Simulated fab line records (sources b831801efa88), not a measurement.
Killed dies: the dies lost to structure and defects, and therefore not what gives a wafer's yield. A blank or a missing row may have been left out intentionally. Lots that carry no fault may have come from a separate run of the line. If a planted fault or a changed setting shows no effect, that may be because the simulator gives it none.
A struck lot beside a sound one | flow sky130 | 17 steps out of a route of 708
Sound: the wafers L172.2, L172.4, L172.5. Wafers struck: L164.1, L164.2, L164.4. At the end, the cause is stated.
Each step with rows lists, per side, the tool, then ch with its chambers, then its first start. Under that, the readings that differ: sound wafers | struck wafers | difference of the means | sigmas: that difference in standard deviations of wafers without a fault.
alike: same words and numbers on both sides, and readings whose means sit less than 2 such deviations apart. not compared: any withheld reading, any reading some wafer has no value for, any bound like >300 that may hide the same value, and any number with overlapping values for which the record gives no deviation.
The two part at a step that has a row with sigmas, a row that says differs or no value, or rows on one side only. When numbers do not overlap yet have no deviation, they are printed without sigmas and do not part them. A reading missing from all wafers of one side parts the sides only when that side holds two or more wafers.

SKY_VIA1_CMP_02: polishes SiO2.
  sound on cmp-01 ch 2,3, day 39 05:25; struck on cmp-02 ch 0,2,3, day 36 19:34
  alike: motor current A
SKY_VIA1_BOW_MEAS_03:
  sound on film metro-03 at day 39 05:44; struck on film metro-03 at day 36 19:52
  alike: VIA1_BOW
then, 8 steps without rows for these wafers: SKY_VIA1_DEHYDRATE_04 (time 60 s); SKY_VIA1_HMDS_05 (prime time 60 s); SKY_VIA1_COAT_06 (resist thk 60 nm); SKY_VIA1_COAT_07 (resist thk 450 nm); SKY_VIA1_SOFTBAKE_08 (time 90 s); SKY_VIA1_EXPOSE_09 (exposes mask VIM, target cd 150 nm); SKY_VIA1_PEB_10; SKY_VIA1_DEVELOP_11 (develop time 60 s).
SKY_VIA1_CD_MEAS_12: the cd target is 150 nm.
  sound on cd sem-02 at day 40 06:34; struck on cd sem-02 at day 37 21:26
  alike: cd nm
SKY_VIA1_OVL_MEAS_13:
  sound on overlay-02 at day 40 06:40; struck on overlay-01 at day 37 21:33
  alike: VIA1_OVL
SKY_VIA1_ETCH_14: etches BARC in N2/H2, stops on SiO2, time 45.9 s, target depth 60 nm.
  sound on rie diel-04 ch 0,1, day 40 06:41; struck on rie diel-04 ch 0,1,3, day 37 21:35
  no value came back on the struck wafers for any of 5 readings (bias w (W), chamber pressure mTorr (mTorr) and others); on the sound wafers bias w (W) reads 100.50 99.67 100.05
  reading                                     | sound           | struck            | difference | sigmas
  model.KrF-thick_of_VIA1_COAT_07.thk nm (nm) | 392.6 394.6 394 | 438.4 438.3 438.2 | +44.6      |
  not compared: rf hours counter h
SKY_VIA1_ETCH_15: etches SiO2 in C4F8/O2/Ar, stops on TiN, target depth 351 nm, time 54 s.
  sound on rie diel-04 ch 0,1, day 40 06:44; struck on rie diel-04 ch 0,1,3, day 37 21:37
  reading                                     | sound             | struck            | difference | sigmas
  oes product au (a.u.)                       | 0.979 0.991 0.990 | 0.372 0.377 0.379 | -0.611     | -93
  model.KrF-thick_of_VIA1_COAT_07.thk nm (nm) | 320.7 324.4 323.2 | 366.7 367.3 366.6 | +44.1      |
  alike: bias w, chamber pressure mTorr
  not compared: rf hours counter h
SKY_VIA1_STRIP_16: strips in O2/N2.
  sound on plasma asher-01 ch 0, day 40 06:47; struck on plasma asher-01 ch 0,1, day 37 21:40
  reading                      | sound             | struck            | difference | sigmas
  oes product au (a.u.)        | 0.423 0.414 0.417 | 0.431 0.429 0.430 | +0.012     | +3
  strip time to endpoint s (s) | 4.442 4.468 4.480 | 4.921 4.923 4.929 | +0.461     | +20
  alike: drypump motor current A
  not compared: rf hours counter h
then, 1 step without rows for these wafers: SKY_VIA1_STRIP_17 (strips in post etch residue remover, time 1200 s).
-- the record jumps here: 11 days lie between the struck wafers' starts before and after (it left off in module VIA1 and takes up again in module PAD_OPEN, whose first step shown is number 708 of the route) --
SKY_PAD_OPEN_PROBE_99:
  only the struck wafers here have rows in the record (prober-01, day 48 18:28); the sound ones have none

== WHERE THEY PART ==
Last at SKY_PAD_OPEN_PROBE_99 as far as this record goes, first at SKY_VIA1_ETCH_14.

WHY: whatever the simulator had introduced
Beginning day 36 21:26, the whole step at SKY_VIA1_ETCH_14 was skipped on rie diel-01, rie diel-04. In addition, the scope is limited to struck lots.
